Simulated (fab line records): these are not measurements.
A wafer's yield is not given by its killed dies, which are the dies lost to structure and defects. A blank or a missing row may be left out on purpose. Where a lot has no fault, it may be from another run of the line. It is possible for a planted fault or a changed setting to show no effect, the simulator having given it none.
A lot that was struck, set against a sound lot || flow gf180mcu || 37 steps out of a route of 602
Sound: these wafers, L522.1, L522.2, L522.3. Struck: wafers L532.4, L532.5 (left out: L532.2, a lot-mate that was not struck); the cause follows at the end.
Each step with rows lists, per side, the tool, then ch with its chambers, then its first start. Under that, the readings that differ: sound wafers || struck wafers || difference of the means || sigmas: that difference in standard deviations of wafers without a fault.
alike: words and numbers the same on both sides, and readings whose means are apart by under 2 such deviations; not compared: readings that were withheld, readings missing a value for some wafer, numbers with overlapping values and no deviation given by the record, and bounds like >300 which may hide the same value.
Wherever a step has rows on one side only, a row that says differs or no value, or a row with sigmas, the two part there. When numbers do not overlap yet have no deviation, they are printed without sigmas and do not part them. A reading that every wafer of one side lacks parts them only if that side has two wafers or more.

first, 2 steps without rows for these wafers: GF_M2_PEB_12 (peb time 90 s); GF_M2_DEVELOP_13 (develop time 60 s).
GF_M2_CD_MEAS_14 targets a cd of 280 nm.
  sound: cd sem-02 at day 19 07:07; struck: cd sem-01 at day 23 04:44
  alike: cd nm
GF_M2_OVL_MEAS_15:
  sound: overlay-02 at day 19 07:14; struck: overlay-02 at day 23 04:50
  alike: M2_OVL
GF_M2_METAL_ETCH_16: etches the open film in Cl2/BCl3, stops on SiO2, target depth 627.5 nm, time 104.6 s.
  sound on rie metal-01 ch 0,1, day 19 07:16; struck on rie metal-02 ch 0,1, day 23 04:52
  alike: drypump motor current A, he backside leak sccm, oes product au, throttle valve pct
  not compared: rf hours counter h
then, 4 steps without rows for these wafers: GF_M2_STRIP_17 (strips in O2/N2); GF_M2_STRIP_18 (strips in post etch residue remover, time 1200 s); GF_M2_CLEAN_19 (cleans in DIW); GF_V2_CVD_00 (deposits SiO2, target thk 600 nm, time 100 s).
GF_V2_THK_MEAS_01:
  sound: film metro-02 at day 19 07:59; struck: film metro-03 at day 23 05:56
  alike: V2_CVD_00_THK
GF_V2_CVD_02: deposits SiO2 from TEOS, target thk 850 nm, time 94.851 s.
  sound on pecvd-04 ch 1,2, day 19 08:02; struck on pecvd-03 ch 1,2, day 23 05:59
  alike: heater power w
GF_V2_THK_MEAS_03:
  sound: film metro-02 at day 19 08:09; struck: film metro-02 at day 23 06:04
  alike: V2_CVD_02_THK
GF_V2_CMP_04: polishes SiO2.
  sound on cmp-02 ch 0,1,3, day 19 08:13; struck on cmp-01 ch 1, day 23 06:10
{"reading": "motor current A (A)", "sound": "12.9 13.3 12.7", "struck": "10.7 11.7", "difference": -1.8, "sigmas": -2}
{"reading": "time to endpoint s (s)", "sound": "83 73 97", "struck": "110 115", "difference": "+28", "sigmas": "+3"}
{"reading": "model.SiO2_of_V2_CVD_02.thk nm (nm)", "sound": "633.4 630.7 633.8", "struck": "714.3 717.4", "difference": "+83.2", "sigmas": ""}
GF_V2_BOW_MEAS_05:
  sound: film metro-01 at day 19 08:31; struck: film metro-02 at day 23 06:26
  alike: V2_BOW
then, 8 steps without rows for these wafers: GF_V2_DEHYDRATE_06 (time 60 s); GF_V2_HMDS_07 (prime time 60 s); GF_V2_COAT_08; GF_V2_COAT_09 (resist thk 1000 nm); GF_V2_SOFTBAKE_10 (time 60 s); GF_V2_EXPOSE_11 (exposes mask Via2, target cd 260 nm); GF_V2_PEB_12 (peb time 90 s); GF_V2_DEVELOP_13 (develop time 60 s).
GF_V2_CD_MEAS_14 targets a cd of 260 nm.
  sound: cd sem-01 at day 20 09:12; struck: cd sem-01 at day 24 04:16
  alike: cd nm
GF_V2_OVL_MEAS_15:
  sound: overlay-01 at day 20 09:19; struck: overlay-02 at day 24 04:23
  alike: V2_OVL
GF_V2_ETCH_16: etches BARC in N2/H2.
  sound on rie diel-01 ch 1,2,3, day 20 09:22; struck on rie diel-03 ch 3, day 24 04:25
{"reading": "drypump motor current A (A)", "sound": "6.02 6.02 5.83", "struck": "5.16 5.17", "difference": -0.79, "sigmas": -3}
  alike: h2 flow sccm, oes product au, throttle valve pct
GF_V2_ETCH_17: etches SiO2 in C4F8/O2/Ar, stops on TiN, target depth 630 nm.
  sound: rie diel-01 ch 1,2,3; struck: rie diel-03 ch 3
{"reading": "oes product au (a.u.)", "sound": "0.846 0.856 0.861", "struck": "0.923 0.917", "difference": "+0.066", "sigmas": "+14"}
{"reading": "model.etch.depth nm (nm)", "sound": "633.4 630.7 633.8", "struck": "714.3 717.4", "difference": "+83.2", "sigmas": ""}
{"reading": "model.V2.feature depth nm (nm)", "sound": "633.4 630.7 633.8", "struck": "714.3 717.4", "difference": "+83.2", "sigmas": ""}
then, 4 steps without rows for these wafers: GF_V2_STRIP_18 (strips in O2/N2); GF_V2_STRIP_19 (strips in post etch residue remover, time 1200 s); GF_V2_CLEAN_20 (cleans in DIW); GF_V2_SPUTTER_21 (material Ti, target thk 15 nm, time 80.02 s).
GF_V2_SPUTTER_22: material TiN, target thk 10 nm, time 40 s.
  sound: pvd sputter-01 at day 20 10:05; struck: pvd sputter-03 at day 24 05:10
  alike: throttle valve pct
GF_V2_CVD_23: deposits W, target thk 350 nm, time 104.94 s.
  sound on cvd w-02 ch 0,1, day 20 10:08; struck on cvd w-02 ch 0, day 24 05:12
  alike: heater power w
GF_V2_RS_MEAS_24: measures by four-point-probe.
  sound: film metro-02 at day 20 10:14; struck: film metro-01 at day 24 05:20
  alike: V2_W_RS
GF_V2_THK_MEAS_25: measures by xrf.
  sound: film metro-02 at day 20 10:22; struck: film metro-01 at day 24 05:26
  alike: V2_W_THK
GF_V2_CMP_26: polishes, stops on SiO2, t overpolish 15 s, target thk 0 nm.
  sound on cmp-01 ch 0,1,3, day 20 10:25; struck on cmp-01 ch 0,3, day 24 05:32
{"reading": "model.SiO2_of_V2_CVD_02.thk nm (nm)", "sound": "629.6 626.9 630", "struck": "710.5 713.7", "difference": "+83.3", "sigmas": ""}
  alike: motor current A
then, 1 step without rows for these wafers: GF_M3_SPUTTER_00 (material Ti, target thk 37.5 nm, time 150 s).
-- the record jumps here: 8 days lie between the struck wafers' starts before and after (it left off in module M3 and takes up again in module PASSIVATION, whose first step shown is number 602 of the route) --
GF_PASSIVATION_PROBE_99:
  rows exist in the record for the struck wafers here (prober-02, day 32 02:37), but not for the sound ones

WHERE THEY PART
Last at GF_PASSIVATION_PROBE_99 as far as this record goes, first at GF_V2_CMP_04.

WHY: the cause the simulator had injected
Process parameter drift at GF_V2_CMP_04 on cmp-01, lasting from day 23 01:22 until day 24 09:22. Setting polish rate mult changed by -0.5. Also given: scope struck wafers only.
